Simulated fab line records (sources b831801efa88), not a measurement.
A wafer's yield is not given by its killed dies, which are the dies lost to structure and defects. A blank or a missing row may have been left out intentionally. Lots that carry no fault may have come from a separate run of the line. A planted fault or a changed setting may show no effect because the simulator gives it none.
fab line records :: flow gf180mcu
[record]
  lots = 6
  wafers = 18
  last-day = 33
route steps=602 shown VT_IMPLANT@117
lots that met no fault: from a run of the same line without faults
start-h: hours from the record's opening day to when the first of the lot's shown wafers began :: wait-h: hours from the lot's prior step to this one :: " same as the row above :: L1.1+2: one row covering several wafers at once :: - either no value or no given start :: * or withheld: withheld :: < > ~ a bound
route shown NAME@n: NAME is a module with steps in the file, n the number in the route of the first one :: usual: the fault-free wafers' mean and standard deviation :: same: alike in all rows :: chamber/n: place in a boat :: sites: readings site by site :: _std_site: the values' standard deviation :: _edge_site: outer sites' mean less inner sites' :: radius-mm: for every site, how far away it sits from the centre of the wafer :: mask NAME#n: copy n :: behind: the last tool/chamber to shape the wafer :: hold: what put the lot on hold/how long, in hours/how the hold closed :: device: whichever transistor did not switch (one of n, p or np) :: end of line: at the end of the route, the tests of the same wafers :: for a step that has no rows: nothing shown but its recipe :: killed: count of dies lost to structure and defects at first sort (not the wafer's yield) :: map: per-die view of a wafer (x killed, . not killed, _ where there is no die)
set.NAME: the setting that was run; set.NAME@STEP: the one run at that earlier step :: model.NAME: the simulator's own value behind a step, which no gauge read
certain route steps with their lots: each step a table, each wafer a row
services: the hour from which a tool's chamber was out of use, counted from the record's first day as start-h (under 0 if before that day), plus the number of hours and why
[[steps]]
[step GF_VT_IMPLANT_PEB_27]
[recipe]
  temp-c = withheld
  time-s = *
  resist = NOVOLAK
[step GF_VT_IMPLANT_DEVELOP_28]
[recipe]
  develop-time-s = 60
  dev-temp-c = 23
[step GF_VT_IMPLANT_OVL_MEAS_29]
[usual]
  VT_IMPLANT_02_OVL = 0.0/1.3
lot.wafer: L403.1
tool: overlay-02
chamber: -
start-h: 178.52
wait-h: 0.1
VT_IMPLANT_02_OVL[nm]: 1.7

lot.wafer: L403.4
tool: overlay-02
chamber: -
start-h: 178.52
wait-h: 0.1
VT_IMPLANT_02_OVL[nm]: 1.4

lot.wafer: L403.5
tool: overlay-02
chamber: -
start-h: 178.52
wait-h: 0.1
VT_IMPLANT_02_OVL[nm]: 2.1

lot.wafer: L410.1
tool: overlay-02
chamber: -
start-h: 219.97
wait-h: 0.1
VT_IMPLANT_02_OVL[nm]: -0.7

lot.wafer: L410.2
tool: overlay-02
chamber: -
start-h: 219.97
wait-h: 0.1
VT_IMPLANT_02_OVL[nm]: -0.5

lot.wafer: L410.4
tool: overlay-02
chamber: -
start-h: 219.97
wait-h: 0.1
VT_IMPLANT_02_OVL[nm]: -1.7

lot.wafer: L411.1
tool: overlay-01
chamber: -
start-h: 226.20
wait-h: 0.1
VT_IMPLANT_02_OVL[nm]: 0.2

lot.wafer: L411.5
tool: overlay-01
chamber: -
start-h: 226.20
wait-h: 0.1
VT_IMPLANT_02_OVL[nm]: -0.7

lot.wafer: L411.6
tool: overlay-01
chamber: -
start-h: 226.20
wait-h: 0.1
VT_IMPLANT_02_OVL[nm]: 0.8

lot.wafer: L415.1
tool: overlay-01
chamber: -
start-h: 250.91
wait-h: 0.1
VT_IMPLANT_02_OVL[nm]: -1.7

lot.wafer: L415.4
tool: overlay-01
chamber: -
start-h: 250.91
wait-h: 0.1
VT_IMPLANT_02_OVL[nm]: -0.6

lot.wafer: L415.5
tool: overlay-01
chamber: -
start-h: 250.91
wait-h: 0.1
VT_IMPLANT_02_OVL[nm]: 0.5

lot.wafer: L416.2
tool: overlay-02
chamber: -
start-h: 257.87
wait-h: 0.1
VT_IMPLANT_02_OVL[nm]: -0.8

lot.wafer: L416.5
tool: overlay-02
chamber: -
start-h: 257.87
wait-h: 0.1
VT_IMPLANT_02_OVL[nm]: -0.8

lot.wafer: L416.6
tool: overlay-02
chamber: -
start-h: 257.87
wait-h: 0.1
VT_IMPLANT_02_OVL[nm]: -0.2

lot.wafer: L418.1
tool: overlay-01
chamber: -
start-h: 272.21
wait-h: 0.1
VT_IMPLANT_02_OVL[nm]: -0.5

lot.wafer: L418.3
tool: overlay-01
chamber: -
start-h: 272.21
wait-h: 0.1
VT_IMPLANT_02_OVL[nm]: 1.5

lot.wafer: L418.4
tool: overlay-01
chamber: -
start-h: 272.21
wait-h: 0.1
VT_IMPLANT_02_OVL[nm]: 0.1
[step GF_VT_IMPLANT_IMPLANT_30]
[recipe]
  species = B
  energy-kev = 25.24
  dose-cm2 = 2.534e+12
  tilt-deg = 7
[step GF_VT_IMPLANT_STRIP_31]
[recipe]
  chemistry = O2/N2
  power-w = 1400
  pressure-mtorr = 1500
  platen-temp-c = 250
  o2-flow-sccm = 3000
  n2-flow-sccm = 300
  overash-fraction = 0.5
[usual]
  chamber-pressure-mTorr = 1500.0/1.5
  drypump-motor-current-A = 5.8/0.49
  heater-power-w = 331/44
  oes-product-au = 0.716/0.0049
  strip-time-to-endpoint-s = 12.63/0.036
lot.wafer: L403.1
tool: plasma-asher-04
chamber: 1
start-h: 178.71
wait-h: 0.1
chamber-pressure-mTorr: 1501.6
drypump-motor-current-A: 6.4
heater-power-w: 292
oes-product-au: 0.719
rf-hours-counter-h: 6
strip-time-to-endpoint-s: 12.57

lot.wafer: L403.4
tool: plasma-asher-04
chamber: 1
start-h: 178.71
wait-h: 0.1
chamber-pressure-mTorr: 1501.1
drypump-motor-current-A: 6.4
heater-power-w: 285
oes-product-au: 0.716
rf-hours-counter-h: -
strip-time-to-endpoint-s: 12.62

lot.wafer: L403.5
tool: plasma-asher-04
chamber: 0
start-h: 178.71
wait-h: 0.1
chamber-pressure-mTorr: 1500.4
drypump-motor-current-A: 5.3
heater-power-w: 321
oes-product-au: 0.714
rf-hours-counter-h: -
strip-time-to-endpoint-s: 12.56

lot.wafer: L410.1
tool: plasma-asher-04
chamber: 0
start-h: 220.15
wait-h: 0.1
chamber-pressure-mTorr: 1500.6
drypump-motor-current-A: 5.3
heater-power-w: 315
oes-product-au: 0.712
rf-hours-counter-h: 11
strip-time-to-endpoint-s: 12.65

lot.wafer: L410.2
tool: plasma-asher-04
chamber: 1
start-h: 220.15
wait-h: 0.1
chamber-pressure-mTorr: 1500.3
drypump-motor-current-A: 6.4
heater-power-w: 292
oes-product-au: 0.719
rf-hours-counter-h: 11
strip-time-to-endpoint-s: 12.63

lot.wafer: L410.4
tool: plasma-asher-04
chamber: 0
start-h: 220.15
wait-h: 0.1
chamber-pressure-mTorr: 1500.6
drypump-motor-current-A: 5.3
heater-power-w: 324
oes-product-au: 0.714
rf-hours-counter-h: -
strip-time-to-endpoint-s: 12.67

lot.wafer: L411.1
tool: plasma-asher-04
chamber: 1
start-h: 226.39
wait-h: 0.1
chamber-pressure-mTorr: 1501.5
drypump-motor-current-A: 6.4
heater-power-w: 296
oes-product-au: 0.718
rf-hours-counter-h: 11
strip-time-to-endpoint-s: 12.59

lot.wafer: L411.5
tool: plasma-asher-04
chamber: 0
start-h: 226.39
wait-h: 0.1
chamber-pressure-mTorr: 1494.6
drypump-motor-current-A: 5.3
heater-power-w: 318
oes-product-au: 0.720
rf-hours-counter-h: -
strip-time-to-endpoint-s: 12.56

lot.wafer: L411.6
tool: plasma-asher-04
chamber: 1
start-h: 226.39
wait-h: 0.1
chamber-pressure-mTorr: 1500.6
drypump-motor-current-A: 6.4
heater-power-w: 287
oes-product-au: 0.721
rf-hours-counter-h: -
strip-time-to-endpoint-s: 12.59

lot.wafer: L415.1
tool: plasma-asher-04
chamber: 0
start-h: 251.09
wait-h: 0.1
chamber-pressure-mTorr: 1498.4
drypump-motor-current-A: 5.3
heater-power-w: 317
oes-product-au: 0.718
rf-hours-counter-h: 14
strip-time-to-endpoint-s: 12.55

lot.wafer: L415.4
tool: plasma-asher-04
chamber: 1
start-h: 251.09
wait-h: 0.1
chamber-pressure-mTorr: 1499.0
drypump-motor-current-A: 6.4
heater-power-w: 289
oes-product-au: 0.722
rf-hours-counter-h: -
strip-time-to-endpoint-s: 12.57

lot.wafer: L415.5
tool: plasma-asher-04
chamber: 0
start-h: 251.09
wait-h: 0.1
chamber-pressure-mTorr: 1500.1
drypump-motor-current-A: 5.3
heater-power-w: 312
oes-product-au: 0.722
rf-hours-counter-h: -
strip-time-to-endpoint-s: 12.57

lot.wafer: L416.2
tool: plasma-asher-04
chamber: 0
start-h: 258.05
wait-h: 0.1
chamber-pressure-mTorr: 1500.2
drypump-motor-current-A: 5.3
heater-power-w: 314
oes-product-au: 0.710
rf-hours-counter-h: 15
strip-time-to-endpoint-s: 12.60

lot.wafer: L416.5
tool: plasma-asher-04
chamber: 0
start-h: 258.05
wait-h: 0.1
chamber-pressure-mTorr: 1501.4
drypump-motor-current-A: 5.3
heater-power-w: 315
oes-product-au: 0.715
rf-hours-counter-h: -
strip-time-to-endpoint-s: 12.57

lot.wafer: L416.6
tool: plasma-asher-04
chamber: 1
start-h: 258.05
wait-h: 0.1
chamber-pressure-mTorr: 1501.0
drypump-motor-current-A: 6.4
heater-power-w: 288
oes-product-au: 0.722
rf-hours-counter-h: -
strip-time-to-endpoint-s: 12.61

lot.wafer: L418.1
tool: plasma-asher-02
chamber: 0
start-h: 272.39
wait-h: 0.1
chamber-pressure-mTorr: 1501.0
drypump-motor-current-A: 5.9
heater-power-w: 362
oes-product-au: 0.713
rf-hours-counter-h: 59
strip-time-to-endpoint-s: 12.67

lot.wafer: L418.3
tool: plasma-asher-02
chamber: 1
start-h: 272.39
wait-h: 0.1
chamber-pressure-mTorr: 1500.3
drypump-motor-current-A: 6.2
heater-power-w: 409
oes-product-au: 0.718
rf-hours-counter-h: -
strip-time-to-endpoint-s: 12.62

lot.wafer: L418.4
tool: plasma-asher-02
chamber: 0
start-h: 272.39
wait-h: 0.1
chamber-pressure-mTorr: 1499.1
drypump-motor-current-A: 5.9
heater-power-w: 356
oes-product-au: 0.723
rf-hours-counter-h: -
strip-time-to-endpoint-s: 12.64
[step GF_VT_IMPLANT_TW_MEAS_32]
[usual]
  VT_IMPLANT_3_TW = 268/4.6
lot.wafer: L403.1
tool: film-metro-04
chamber: -
start-h: 178.81
wait-h: 0.1
VT_IMPLANT_3_TW: 269

lot.wafer: L403.4
tool: film-metro-04
chamber: -
start-h: 178.81
wait-h: 0.1
VT_IMPLANT_3_TW: 269

lot.wafer: L403.5
tool: film-metro-04
chamber: -
start-h: 178.81
wait-h: 0.1
VT_IMPLANT_3_TW: 269

lot.wafer: L410.1
tool: film-metro-02
chamber: -
start-h: 220.25
wait-h: 0.1
VT_IMPLANT_3_TW: 273

lot.wafer: L410.2
tool: film-metro-02
chamber: -
start-h: 220.25
wait-h: 0.1
VT_IMPLANT_3_TW: 273

lot.wafer: L410.4
tool: film-metro-02
chamber: -
start-h: 220.25
wait-h: 0.1
VT_IMPLANT_3_TW: 274

lot.wafer: L411.1
tool: film-metro-03
chamber: -
start-h: 226.49
wait-h: 0.1
VT_IMPLANT_3_TW: 264

lot.wafer: L411.5
tool: film-metro-03
chamber: -
start-h: 226.49
wait-h: 0.1
VT_IMPLANT_3_TW: 264

lot.wafer: L411.6
tool: film-metro-03
chamber: -
start-h: 226.49
wait-h: 0.1
VT_IMPLANT_3_TW: 265

lot.wafer: L415.1
tool: film-metro-04
chamber: -
start-h: 251.19
wait-h: 0.1
VT_IMPLANT_3_TW: 272

lot.wafer: L415.4
tool: film-metro-04
chamber: -
start-h: 251.19
wait-h: 0.1
VT_IMPLANT_3_TW: 272

lot.wafer: L415.5
tool: film-metro-04
chamber: -
start-h: 251.19
wait-h: 0.1
VT_IMPLANT_3_TW: 272

lot.wafer: L416.2
tool: film-metro-03
chamber: -
start-h: 258.16
wait-h: 0.1
VT_IMPLANT_3_TW: 260

lot.wafer: L416.5
tool: film-metro-03
chamber: -
start-h: 258.16
wait-h: 0.1
VT_IMPLANT_3_TW: 261

lot.wafer: L416.6
tool: film-metro-03
chamber: -
start-h: 258.16
wait-h: 0.1
VT_IMPLANT_3_TW: 262

lot.wafer: L418.1
tool: film-metro-02
chamber: -
start-h: 272.49
wait-h: 0.1
VT_IMPLANT_3_TW: 273

lot.wafer: L418.3
tool: film-metro-02
chamber: -
start-h: 272.49
wait-h: 0.1
VT_IMPLANT_3_TW: 271

lot.wafer: L418.4
tool: film-metro-02
chamber: -
start-h: 272.49
wait-h: 0.1
VT_IMPLANT_3_TW: 273
[step GF_VT_IMPLANT_DEHYDRATE_33]
[recipe]
  temp-c = 200
  time-s = 60
[step GF_VT_IMPLANT_HMDS_34]
[recipe]
  prime-time-s = 60
  prime-temp-c = 120
[step GF_VT_IMPLANT_COAT_35]
[recipe]
  resist = NOVOLAK
  spin-rpm = 3000
  resist-thk-nm = 1000
[step GF_VT_IMPLANT_SOFTBAKE_36]
[recipe]
  temp-c = 90
  time-s = 60
  resist = NOVOLAK
[step GF_VT_IMPLANT_EXPOSE_37]
[recipe]
  mask-id = Nwell_HV_AREA
  target-cd-nm = 860
  na = 0.6
  source-shape = conventional
  sigma-outer = 0.6
  dose-mj = 140
[step GF_VT_IMPLANT_PEB_38]
[recipe]
  temp-c = withheld
  time-s = *
  resist = NOVOLAK
[step GF_VT_IMPLANT_DEVELOP_39]
[recipe]
  develop-time-s = 60
  dev-temp-c = 23
[usual]
  chill-plate-temp-C = 22.99/0.11
  develop-time-s = 60/0
lot.wafer: L403.1
tool: litho-track-01
chamber: 0
start-h: 195.36
wait-h: 0.1
chill-plate-temp-C: 22.97
develop-time-s: 60

lot.wafer: L403.4
tool: litho-track-01
chamber: 0
start-h: 195.36
wait-h: 0.1
chill-plate-temp-C: 23.03
develop-time-s: 60

lot.wafer: L403.5
tool: litho-track-01
chamber: 0
start-h: 195.36
wait-h: 0.1
chill-plate-temp-C: 23.03
develop-time-s: 60

lot.wafer: L410.1
tool: litho-track-04
chamber: -
start-h: 236.75
wait-h: 0.1
chill-plate-temp-C: -
develop-time-s: -

lot.wafer: L410.2
tool: litho-track-04
chamber: -
start-h: 236.75
wait-h: 0.1
chill-plate-temp-C: -
develop-time-s: -

lot.wafer: L410.4
tool: litho-track-04
chamber: -
start-h: 236.75
wait-h: 0.1
chill-plate-temp-C: -
develop-time-s: -

lot.wafer: L411.1
tool: litho-track-01
chamber: -
start-h: 244.46
wait-h: 0.1
chill-plate-temp-C: -
develop-time-s: -

lot.wafer: L411.5
tool: litho-track-01
chamber: -
start-h: 244.46
wait-h: 0.1
chill-plate-temp-C: -
develop-time-s: -

lot.wafer: L411.6
tool: litho-track-01
chamber: -
start-h: 244.46
wait-h: 0.1
chill-plate-temp-C: -
develop-time-s: -

lot.wafer: L415.1
tool: litho-track-03
chamber: 0
start-h: 269.42
wait-h: 0.1
chill-plate-temp-C: 22.88
develop-time-s: 60

lot.wafer: L415.4
tool: litho-track-03
chamber: 0
start-h: 269.42
wait-h: 0.1
chill-plate-temp-C: 22.98
develop-time-s: 60

lot.wafer: L415.5
tool: litho-track-03
chamber: 0
start-h: 269.42
wait-h: 0.1
chill-plate-temp-C: 23.03
develop-time-s: 60

lot.wafer: L416.2
tool: litho-track-04
chamber: 0
start-h: 276.88
wait-h: 0.1
chill-plate-temp-C: 22.91
develop-time-s: 60

lot.wafer: L416.5
tool: litho-track-04
chamber: 0
start-h: 276.88
wait-h: 0.1
chill-plate-temp-C: 23.02
develop-time-s: 60

lot.wafer: L416.6
tool: litho-track-04
chamber: 0
start-h: 276.88
wait-h: 0.1
chill-plate-temp-C: 23.05
develop-time-s: 60

lot.wafer: L418.1
tool: litho-track-03
chamber: 0
start-h: 291.72
wait-h: 0.1
chill-plate-temp-C: 22.85
develop-time-s: 60

lot.wafer: L418.3
tool: litho-track-03
chamber: 0
start-h: 291.72
wait-h: 0.1
chill-plate-temp-C: 22.89
develop-time-s: 60

lot.wafer: L418.4
tool: litho-track-03
chamber: 0
start-h: 291.72
wait-h: 0.1
chill-plate-temp-C: 22.96
develop-time-s: 60
[step GF_VT_IMPLANT_OVL_MEAS_40]
[usual]
  VT_IMPLANT_03_OVL = -0.9/1.5
lot.wafer: L403.1
tool: overlay-01
chamber: -
start-h: 195.51
wait-h: 0.1
VT_IMPLANT_03_OVL[nm]: -0.8

lot.wafer: L403.4
tool: overlay-01
chamber: -
start-h: 195.51
wait-h: 0.1
VT_IMPLANT_03_OVL[nm]: -3.1

lot.wafer: L403.5
tool: overlay-01
chamber: -
start-h: 195.51
wait-h: 0.1
VT_IMPLANT_03_OVL[nm]: -1.3

lot.wafer: L410.1
tool: overlay-02
chamber: -
start-h: 236.90
wait-h: 0.1
VT_IMPLANT_03_OVL[nm]: -

lot.wafer: L410.2
tool: overlay-02
chamber: -
start-h: 236.90
wait-h: 0.1
VT_IMPLANT_03_OVL[nm]: -

lot.wafer: L410.4
tool: overlay-02
chamber: -
start-h: 236.90
wait-h: 0.1
VT_IMPLANT_03_OVL[nm]: -

lot.wafer: L411.1
tool: overlay-02
chamber: -
start-h: 244.61
wait-h: 0.1
VT_IMPLANT_03_OVL[nm]: -

lot.wafer: L411.5
tool: overlay-02
chamber: -
start-h: 244.61
wait-h: 0.1
VT_IMPLANT_03_OVL[nm]: -

lot.wafer: L411.6
tool: overlay-02
chamber: -
start-h: 244.61
wait-h: 0.1
VT_IMPLANT_03_OVL[nm]: -

lot.wafer: L415.1
tool: overlay-02
chamber: -
start-h: 269.57
wait-h: 0.1
VT_IMPLANT_03_OVL[nm]: 0.7

lot.wafer: L415.4
tool: overlay-02
chamber: -
start-h: 269.57
wait-h: 0.1
VT_IMPLANT_03_OVL[nm]: 1.4

lot.wafer: L415.5
tool: overlay-02
chamber: -
start-h: 269.57
wait-h: 0.1
VT_IMPLANT_03_OVL[nm]: 1.2

lot.wafer: L416.2
tool: overlay-01
chamber: -
start-h: 277.01
wait-h: 0.1
VT_IMPLANT_03_OVL[nm]: 0.2

lot.wafer: L416.5
tool: overlay-01
chamber: -
start-h: 277.01
wait-h: 0.1
VT_IMPLANT_03_OVL[nm]: 0.5

lot.wafer: L416.6
tool: overlay-01
chamber: -
start-h: 277.01
wait-h: 0.1
VT_IMPLANT_03_OVL[nm]: 0.4

lot.wafer: L418.1
tool: overlay-01
chamber: -
start-h: 291.87
wait-h: 0.1
VT_IMPLANT_03_OVL[nm]: -0.9

lot.wafer: L418.3
tool: overlay-01
chamber: -
start-h: 291.87
wait-h: 0.1
VT_IMPLANT_03_OVL[nm]: -0.6

lot.wafer: L418.4
tool: overlay-01
chamber: -
start-h: 291.87
wait-h: 0.1
VT_IMPLANT_03_OVL[nm]: -0.1
[[services]]
tool: plasma-asher-02
chamber: -
start-h: 227.27
hours: 2.8
kind: pm

tool: plasma-asher-02
chamber: -
start-h: 256.06
hours: 10.7
kind: repair
[[key]]
[first-sign]
  step = GF_VT_IMPLANT_DEVELOP_39
  reading = tool-record
  direction = missing
effect none on later readings
met-at GF_VT_IMPLANT_DEVELOP_39
struck-wafers L410.1,L410.2,L410.4,L411.1,L411.5,L411.6
later-rows-left-out L410.1,L410.2,L410.4,L411.1,L411.5,L411.6
sort-left-out L410.1,L410.2,L410.4,L411.1,L411.5,L411.6
tester-left-out L410,L411
onset-between 195.36 236.75
[fault]
  kind = skipped-step-whole
  tool = litho-track-01,litho-track-04
  chamber = -
  onset-h = 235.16
  steps = GF_VT_IMPLANT_DEVELOP_39
  scope = struck-lots-only
// tester-left-out: of these lots the tester's yield and bins aren't shown, on N5 and GAA mostly nor the transistor test; their killed dies are dies lost to structure and defects alone, not to doping, threshold or leakage, so they don't give the yield
// sort-left-out: the simulated sort isn't trusted on such a fault, so these wafers' sort isn't shown, and their yield isn't known
// later-rows-left-out: the simulator's readings of these wafers behind a module that went badly wrong aren't trusted and aren't shown, but for the sort
